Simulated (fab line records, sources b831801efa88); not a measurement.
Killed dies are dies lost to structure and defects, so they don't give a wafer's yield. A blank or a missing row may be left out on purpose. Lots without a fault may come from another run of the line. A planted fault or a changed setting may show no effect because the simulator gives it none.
A struck lot beside a sound one | flow sfq_line | 24 steps out of a route of 325
Sound: wafers L538.1, L538.2, L538.3. Struck: wafers L536.1, L536.2, L536.4. The cause comes at the end.
At each step with rows: each side's tool, then ch and its chambers, then its first start. Under that, the readings that differ: sound wafers | struck wafers | difference of the means | sigmas: that difference in standard deviations of wafers without a fault.
alike: readings whose means differ by less than 2 such deviations, and words and numbers that are the same on both sides. not compared: withheld readings, readings that some wafer has no value for, bounds like >300 that may hide the same value, and numbers for which the record gives no deviation and whose values overlap.
The two part at a step that has a row with sigmas, a row that says differs or no value, or rows on one side only. Numbers that don't overlap but have no deviation are shown without sigmas and don't part them. A reading that every wafer of one side lacks parts them only if that side has two wafers or more.

SFQ_I5_OVL_MEAS_936:
  sound on overlay-01, day 63 23:52; struck on overlay-02, day 63 08:16
  alike: I5_OVL
SFQ_TRILAYER_I5_BARC_OPEN_VIA_ETCH_200: etches BARC in O2, target depth 125 nm, time 41.7 s.
  sound on rie_diel-02 ch 0,1,3, day 63 23:54; struck on rie_diel-01 ch 0,2,3, day 63 08:18
  reading    | sound             | struck            | difference | sigmas
  bias_w (W) | 80.57 80.63 80.05 | 79.81 80.21 79.57 | -0.55      | -2
  alike: chamber_pressure_mTorr, drypump_motor_current_A, oes_product_au
  not compared: rf_hours_counter_h
SFQ_TRILAYER_I5_ETCH_VIA_ETCH_147: etches the open film in CHF3, stops on Nb, target depth 360 nm.
  sound on rie_diel-02 ch 0,1,3, day 63 23:56; struck on rie_diel-01 ch 0,2,3, day 63 08:20
  alike: bias_w, chamber_pressure_mTorr, drypump_motor_current_A, oes_product_au
SFQ_TRILAYER_I5_STRIP_STRIP_148: strips in O2.
  sound on rie_metal-01 ch 0,1, day 64 00:05; struck on rie_metal-01 ch 0,1, day 63 08:29
  alike: drypump_motor_current_A, oes_product_au
  not compared: rf_hours_counter_h
then, 7 steps without rows for these wafers: SFQ_TRILAYER_I5_STRIP_SOLV_CLEAN_149 (cleans in NMP, time 600 s); SFQ_TRILAYER_C5_LITHO_COAT_156 (resist thk 62 nm); SFQ_TRILAYER_C5_LITHO_COAT_151 (resist thk 650 nm); SFQ_TRILAYER_C5_LITHO_SOFTBAKE_155; SFQ_TRILAYER_C5_LITHO_EXPOSE_152 (exposes mask C5, target cd 500 nm); SFQ_TRILAYER_C5_LITHO_PEB_154 (peb time 60 s); SFQ_TRILAYER_C5_LITHO_DEVELOP_153 (time 60 s).
SFQ_C5_OVL_MEAS_937:
  sound on overlay-02, day 64 03:23; struck on overlay-01, day 63 13:25
  reading     | sound | struck     | difference | sigmas
  C5_OVL (nm) | 7 0 1 | -4 -14 -12 | -13        | -2
SFQ_TRILAYER_C5_BARC_OPEN_VIA_ETCH_210: etches BARC in O2, target depth 125 nm, time 41.7 s.
  sound on rie_diel-01 ch 0,1,2, day 64 03:25; struck on rie_diel-02 ch 0,1,2, day 63 13:27
  no value came back on the struck wafers for any of 5 readings (bias_w (W), chamber_pressure_mTorr (mTorr) and others); on the sound wafers bias_w (W) reads 80.16 80.40 80.12
  reading                                             | sound             | struck          | difference | sigmas
  model.KrF_of_TRILAYER_C5_LITHO_COAT_151.thk_nm (nm) | 579.7 580.2 581.3 | 627.2 628 626.5 | +46.8      |
SFQ_TRILAYER_C5_ETCH_VIA_ETCH_154: etches SiO2 in CHF3, stops on Nb, target depth 84 nm.
  sound on rie_diel-01 ch 0,1,2, day 64 03:27; struck on rie_diel-02 ch 0,1,2, day 63 13:29
  reading                                             | sound             | struck            | difference | sigmas
  oes_product_au (a.u.)                               | 0.897 0.893 0.884 | 0.368 0.374 0.376 | -0.519     | -63
  model.KrF_of_TRILAYER_C5_LITHO_COAT_151.thk_nm (nm) | 565.2 565.8 566.9 | 612.8 613.6 612.3 | +46.9      |
  alike: bias_w, chamber_pressure_mTorr, drypump_motor_current_A
SFQ_TRILAYER_C5_STRIP_STRIP_155: strips in O2.
  sound on rie_metal-02 ch 0,1, day 64 03:30; struck on rie_metal-02 ch 0,1, day 63 13:32
  alike: drypump_motor_current_A, oes_product_au
  not compared: rf_hours_counter_h
then, 2 steps without rows for these wafers: SFQ_TRILAYER_C5_STRIP_SOLV_CLEAN_156 (cleans in NMP, time 600 s); SFQ_TRILAYER_M6_DEP_PRE_CLEAN_158 (time 22.5 s).
SFQ_TRILAYER_M6_DEP_SPUTTER_157: material Nb, target thk 200 nm, time 133.3 s.
  sound on pvd_sputter-04, day 64 04:19; struck on pvd_sputter-05, day 63 14:22
  alike: cathode_dc_power_W, throttle_valve_pct
SFQ_M6_RS_MEAS_938: measures by four-point-probe.
  sound on film_metro-03, day 64 04:24; struck on film_metro-01, day 63 14:27
  alike: M6_NB_RS
then, 3 steps without rows for these wafers: SFQ_TRILAYER_M6_LITHO_COAT_164 (resist thk 62 nm); SFQ_TRILAYER_M6_LITHO_COAT_159 (resist thk 609 nm); SFQ_TRILAYER_M6_LITHO_SOFTBAKE_163.
-- the record jumps here: 5 days lie between the struck wafers' starts before and after --
SFQ_TRILAYER_M6_LITHO_EXPOSE_160: exposes mask M6, target cd 500 nm.
  sound on krf_scanner-02 ch 0, day 69 04:17; struck on krf_scanner-02, day 68 09:05
  no value came back on the struck wafers for exposure_dose_mJ_cm2, focus_offset_nm (nm); on the sound wafers exposure_dose_mJ_cm2 reads 14.393 14.404 14.411
  alike: mask
then, 1 step without rows for these wafers: SFQ_TRILAYER_M6_LITHO_PEB_162 (peb time 60 s).

WHERE THEY PART
First at SFQ_TRILAYER_I5_BARC_OPEN_VIA_ETCH_200; last, within this record, at SFQ_TRILAYER_M6_LITHO_EXPOSE_160.

WHY: what the simulator had put in
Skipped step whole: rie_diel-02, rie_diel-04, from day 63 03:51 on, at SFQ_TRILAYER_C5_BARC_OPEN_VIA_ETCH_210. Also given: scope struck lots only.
